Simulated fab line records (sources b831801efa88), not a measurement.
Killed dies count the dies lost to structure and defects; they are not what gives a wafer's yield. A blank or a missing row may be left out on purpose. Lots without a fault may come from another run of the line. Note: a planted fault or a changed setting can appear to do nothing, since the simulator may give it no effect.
fab line records ; flow sky130 ; part 2 of 2: steps 31 to 40 of 40
[record] lots = 5; wafers = 15; last-day = 50
route steps=708 shown LDD_HVP@282 LDD_LDN@289 SPACER@304 POLY_CUT@307 SD_P@320
lots untouched by any fault: they come from a run of this same line in which no faults occurred
start-h: start of the lot's first displayed wafer, in hours after the record's first day ; wait-h: hours from the lot's prior step to this one ; " the same as in the row above ; L1.1+2: a row that stands for several wafers ; - value missing, or start not given ; * or withheld: withheld ; < > ~ a bound
route shown NAME@n: a module of which the file shows steps, and the number in the route of the first ; usual: average and standard deviation across the fault-free wafers ; same: alike in all rows ; chamber/n: place in a boat ; sites: per-site readings ; _std_site: the standard deviation of these ; _edge_site: mean of outer sites minus mean of inner sites ; radius-mm: for every site, how far away it sits from the centre of the wafer ; mask NAME#n: copy n ; behind: the last tool/chamber to shape the wafer ; hold: reason for holding the lot/hours on hold/outcome of the hold ; device: transistor that didn't switch, given as n, p or np ; end of line: the tests these same wafers got at the end of their route ; for a step that has no rows: nothing shown but its recipe ; killed: the dies lost at the first sort to structure and to defects; this is not the yield of the wafer ; map: per-die view of a wafer (x killed, . not killed, _ where there is no die)
set.NAME: the setting as run; set.NAME@STEP: as run at that earlier step ; model.NAME: the simulator's own value behind a step, which no gauge read
lots seen at some steps along the route; tables by step, rows by wafer
services: when a tool's chamber went out of use (start-h, in hours from the record's first day, below 0 if earlier), for how many hours, and the reason
[[steps]]
[step SKY_POLY_CUT_EXPOSE_05]
[recipe] mask-id = NPCM; na = 0.8; source-shape = annular; sigma-inner = 0.55; sigma-outer = 0.85; target-cd-nm = 270; dose-mj = 32
[usual] reticle-temp-C = 22.98/0.1; stage-vel-mm-s = 500.04/0.3
[same] sigma-inner = 0.55
lot.wafer;tool;chamber;start-h;wait-h;mask;reticle-temp-C;stage-vel-mm-s
L076.1;krf-scanner-02;0;-;-;NPCM#0;22.88;499.64
L076.4;krf-scanner-02;0;-;-;NPCM#0;22.96;499.24
L076.5;krf-scanner-02;0;-;-;NPCM#0;23.11;499.51
L079.2;krf-scanner-01;0;-;-;NPCM#0;22.86;500.33
L079.5;krf-scanner-01;0;-;-;NPCM#0;22.88;500.04
L079.6;krf-scanner-01;0;-;-;NPCM#0;22.82;499.94
L085.2;krf-scanner-01;0;-;-;NPCM#0;23.13;500.21
L085.3;krf-scanner-01;0;-;-;NPCM#0;23.10;500.39
L085.5;krf-scanner-01;0;-;-;NPCM#0;23.04;500.40
L089.2;krf-scanner-02;0;-;-;NPCM#0;23.13;499.95
L089.4;krf-scanner-02;0;-;-;NPCM#0;23.03;500.21
L089.5;krf-scanner-02;0;-;-;NPCM#0;23.13;499.93
L096.1;krf-scanner-01;0;-;-;NPCM#0;23.12;500.07
L096.2;krf-scanner-01;0;-;-;NPCM#0;22.94;500.34
L096.3;krf-scanner-01;0;-;-;NPCM#0;23.12;500.19
[step SKY_POLY_CUT_PEB_06]
[recipe] peb-temp-c = withheld; peb-time-s = withheld; resist = KrF-thick
lot.wafer;tool;chamber;start-h;wait-h
L076.1+4+5;litho-track-01;0;-;-
L079.2+5+6;litho-track-01;0;-;-
L085.2+3+5;litho-track-03;0;-;-
L089.2+4+5;litho-track-04;0;-;-
L096.1+2+3;litho-track-04;0;-;-
[step SKY_POLY_CUT_DEVELOP_07]
[recipe] develop-time-s = 60; resist = KrF-thick; dev-temp-c = 21
lot.wafer;tool;chamber;start-h;wait-h
L076.1+4+5;litho-track-01;0;-;-
L079.2+5+6;litho-track-01;0;-;-
L085.2+3+5;litho-track-03;0;-;-
L089.2+4+5;litho-track-04;0;-;-
L096.1+2+3;litho-track-04;0;-;-
[step SKY_POLY_CUT_CD_MEAS_08]
[recipe] target-cd-nm = 270
[usual] cd-nm = 269.9/1.5
lot.wafer;tool;chamber;start-h;wait-h;cd-nm
L076.1;cd-sem-01;-;578.84;-;269.5
L076.4;cd-sem-01;-;578.84;-;269.3
L076.5;cd-sem-01;-;578.84;-;270.4
L079.2;cd-sem-02;-;612.71;-;268.5
L079.5;cd-sem-02;-;612.71;-;268.6
L079.6;cd-sem-02;-;612.71;-;270.3
L085.2;cd-sem-02;-;658.22;-;268.5
L085.3;cd-sem-02;-;658.22;-;270.7
L085.5;cd-sem-02;-;658.22;-;268.7
L089.2;cd-sem-02;-;700.15;-;270.8
L089.4;cd-sem-02;-;700.15;-;271.0
L089.5;cd-sem-02;-;700.15;-;270.6
L096.1;cd-sem-01;-;740.33;-;269.7
L096.2;cd-sem-01;-;740.33;-;270.5
L096.3;cd-sem-01;-;740.33;-;269.8
[step SKY_POLY_CUT_OVL_MEAS_09]
[usual] POLY_CUT_OVL = -1/6
lot.wafer;tool;chamber;start-h;wait-h;POLY_CUT_OVL[nm]
L076.1;overlay-02;-;578.96;0.1;5
L076.4;overlay-02;-;578.96;0.1;8
L076.5;overlay-02;-;578.96;0.1;3
L079.2;overlay-02;-;612.81;0.1;-5
L079.5;overlay-02;-;612.81;0.1;-9
L079.6;overlay-02;-;612.81;0.1;-2
L085.2;overlay-01;-;658.33;0.1;-2
L085.3;overlay-01;-;658.33;0.1;-5
L085.5;overlay-01;-;658.33;0.1;-5
L089.2;overlay-01;-;700.26;0.1;-2
L089.4;overlay-01;-;700.26;0.1;3
L089.5;overlay-01;-;700.26;0.1;9
L096.1;overlay-02;-;740.45;0.1;2
L096.2;overlay-02;-;740.45;0.1;7
L096.3;overlay-02;-;740.45;0.1;-2
[step SKY_POLY_CUT_ETCH_10]
[recipe] chemistry = N2/H2; target = BARC; ion-energy-ev = 200; source-w = 500; bias-w = 100; pressure-mtorr = 30; n2-flow-sccm = 100; h2-flow-sccm = 200; stop-on = SiO2; time-s = 45.9; target-depth-a = 600
[usual] drypump-motor-current-A = 5.7/0.43; oes-product-au = 0.854/0.0049; throttle-valve-pct = 13.225/0.0085
lot.wafer;tool;chamber;start-h;wait-h;drypump-motor-current-A;oes-product-au;rf-hours-counter-h;throttle-valve-pct
L076.1;rie-diel-04;3;578.99;0.0;6.0;0.859;51;13.230
L076.4;rie-diel-04;2;578.99;0.0;6.4;0.859;-;13.215
L076.5;rie-diel-04;3;578.99;0.0;6.0;0.857;-;13.231
L079.2;rie-diel-01;0;612.84;0.0;5.7;0.850;27;13.219
L079.5;rie-diel-01;0;612.84;0.0;5.7;0.844;-;13.224
L079.6;rie-diel-01;3;612.84;0.0;5.2;0.855;-;13.209
L085.2;rie-diel-02;1;658.36;0.0;5.8;0.859;40;13.228
L085.3;rie-diel-02;3;658.36;0.0;5.3;0.850;8;13.217
L085.5;rie-diel-02;2;658.36;0.0;5.6;0.843;-;13.237
L089.2;rie-diel-01;1;700.29;0.0;6.2;0.848;57;13.226
L089.4;rie-diel-01;0;700.29;0.0;5.7;0.853;29;13.224
L089.5;rie-diel-01;1;700.29;0.0;6.2;0.844;-;13.227
L096.1;rie-diel-01;0;740.49;0.0;5.7;0.852;30;13.221
L096.2;rie-diel-01;1;740.49;0.0;6.2;0.860;1;13.220
L096.3;rie-diel-01;2;740.49;0.0;5.0;0.857;15;13.216
[step SKY_POLY_CUT_ETCH_11]
[recipe] target = Si3N4; chemistry = CF4/CH2F2/Ar; stop-on = poly-Si; source-w = 600; bias-w = 150; pressure-mtorr = 40; cf4-flow-sccm = 40; ch2f2-flow-sccm = 20; Ar_flow_sccm = 150; time-s = 42.5; target-depth-a = 600
[usual] drypump-motor-current-A = 5.7/0.43; oes-product-au = 0.827/0.0062; throttle-valve-pct = 14.995/0.0089
lot.wafer;tool;chamber;start-h;wait-h;drypump-motor-current-A;oes-product-au;rf-hours-counter-h;throttle-valve-pct
L076.1;rie-diel-04;3;579.04;0.0;6.0;0.826;51;14.998
L076.4;rie-diel-04;2;579.04;0.0;6.4;0.817;-;14.993
L076.5;rie-diel-04;3;579.04;0.0;6.0;0.823;-;14.986
L079.2;rie-diel-01;0;612.89;0.0;5.7;0.832;27;14.994
L079.5;rie-diel-01;0;612.89;0.0;5.7;0.827;-;14.990
L079.6;rie-diel-01;3;612.89;0.0;5.2;0.833;-;14.991
L085.2;rie-diel-02;1;658.40;0.0;5.8;0.822;40;14.992
L085.3;rie-diel-02;3;658.40;0.0;5.3;0.830;8;14.999
L085.5;rie-diel-02;2;658.40;0.0;5.6;0.832;-;15.001
L089.2;rie-diel-01;1;700.33;0.0;6.2;0.834;57;14.984
L089.4;rie-diel-01;0;700.33;0.0;5.7;0.822;29;14.991
L089.5;rie-diel-01;1;700.33;0.0;6.2;0.834;-;15.004
L096.1;rie-diel-01;0;740.53;0.0;5.7;0.832;30;14.992
L096.2;rie-diel-01;1;740.53;0.0;6.2;0.824;1;14.993
L096.3;rie-diel-01;2;740.53;0.0;4.9;0.832;15;14.981
[step SKY_POLY_CUT_STRIP_12]
[recipe] chemistry = O2/N2; power-w = 1400; pressure-mtorr = 1500; platen-temp-c = withheld; o2-flow-sccm = 3000; n2-flow-sccm = 300; overash-fraction = 0.5
[usual] drypump-motor-current-A = 5.8/0.52; oes-product-au = 0.452/0.0048; strip-time-to-endpoint-s = 5.353/0.016
lot.wafer;tool;chamber;start-h;wait-h;drypump-motor-current-A;oes-product-au;rf-hours-counter-h;strip-time-to-endpoint-s
L076.1;plasma-asher-04;0;579.08;0.0;6.2;0.454;91;5.375
L076.4;plasma-asher-04;0;579.08;0.0;6.2;0.454;-;5.333
L076.5;plasma-asher-04;1;579.08;0.0;6.3;0.453;-;5.350
L079.2;plasma-asher-01;0;612.93;0.0;5.3;0.452;85;5.365
L079.5;plasma-asher-01;0;612.93;0.0;5.3;0.452;-;5.347
L079.6;plasma-asher-01;1;612.93;0.0;5.5;0.448;-;5.348
L085.2;plasma-asher-03;1;658.44;0.0;6.7;0.447;23;5.369
L085.3;plasma-asher-03;0;658.44;0.0;5.7;0.453;-;5.367
L085.5;plasma-asher-03;1;658.44;0.0;6.7;0.457;-;5.361
L089.2;plasma-asher-04;0;700.37;0.0;6.2;0.451;103;5.327
L089.4;plasma-asher-04;1;700.37;0.0;6.3;0.457;-;5.362
L089.5;plasma-asher-04;0;700.37;0.0;6.3;0.448;-;5.359
L096.1;plasma-asher-01;0;740.57;0.0;5.3;0.447;98;5.357
L096.2;plasma-asher-01;1;740.57;0.0;5.4;0.456;98;5.358
L096.3;plasma-asher-01;0;740.57;0.0;5.3;0.455;-;5.351
[step SKY_SD_P_DEHYDRATE_00]
[recipe] temp-c = 200; time-s = 60
lot.wafer;tool;chamber;start-h;wait-h
L076.1+4+5;litho-track-01;0;592.89;13.8
L079.2+5+6;litho-track-01;0;626.86;13.9
L085.2+3+5;litho-track-04;0;672.21;13.7
L089.2+4+5;litho-track-04;0;713.21;12.8
L096.1+2+3;litho-track-01;0;753.74;13.1
[step SKY_SD_P_HMDS_01]
[recipe] prime-time-s = 60; prime-temp-c = 120.3
lot.wafer;tool;chamber;start-h;wait-h
L076.1+4+5;litho-track-01;0;593.04;0.1
L079.2+5+6;litho-track-01;0;627.01;0.1
L085.2+3+5;litho-track-04;0;672.36;0.1
L089.2+4+5;litho-track-04;0;713.36;0.1
L096.1+2+3;litho-track-01;0;753.89;0.1
[[services]]
tool;chamber;start-h;hours;kind
krf-scanner-01;-;485.94;1.0;pm
implanter-03;-;486.16;1.9;repair
rie-diel-01;-;492.51;0.6;repair
plasma-asher-01;-;498.21;5.3;repair
iline-stepper-02;-;511.90;1.7;pm
krf-scanner-01;-;524.73;1.3;pm
krf-scanner-01;-;536.43;0.8;pm
rie-diel-01;-;563.56;0.3;repair
rie-diel-01;-;573.70;0.4;repair
iline-stepper-01;-;575.46;6.6;repair
plasma-asher-02;-;578.13;3.6;repair
plasma-asher-02;-;586.94;14.6;pm
implanter-04;-;587.52;1.5;repair
krf-scanner-01;-;590.27;7.2;pm
iline-stepper-01;-;611.88;0.6;repair
implanter-03;-;626.22;2.6;repair
implanter-03;-;626.40;1.2;repair
iline-stepper-01;-;634.97;1.7;pm
implanter-04;-;643.34;4.2;repair
plasma-asher-03;-;664.79;3.2;repair
implanter-03;-;730.01;3.1;repair
iline-stepper-02;-;730.08;1.7;pm
plasma-asher-04;-;733.75;9.0;pm
iline-stepper-01;-;748.69;4.4;pm
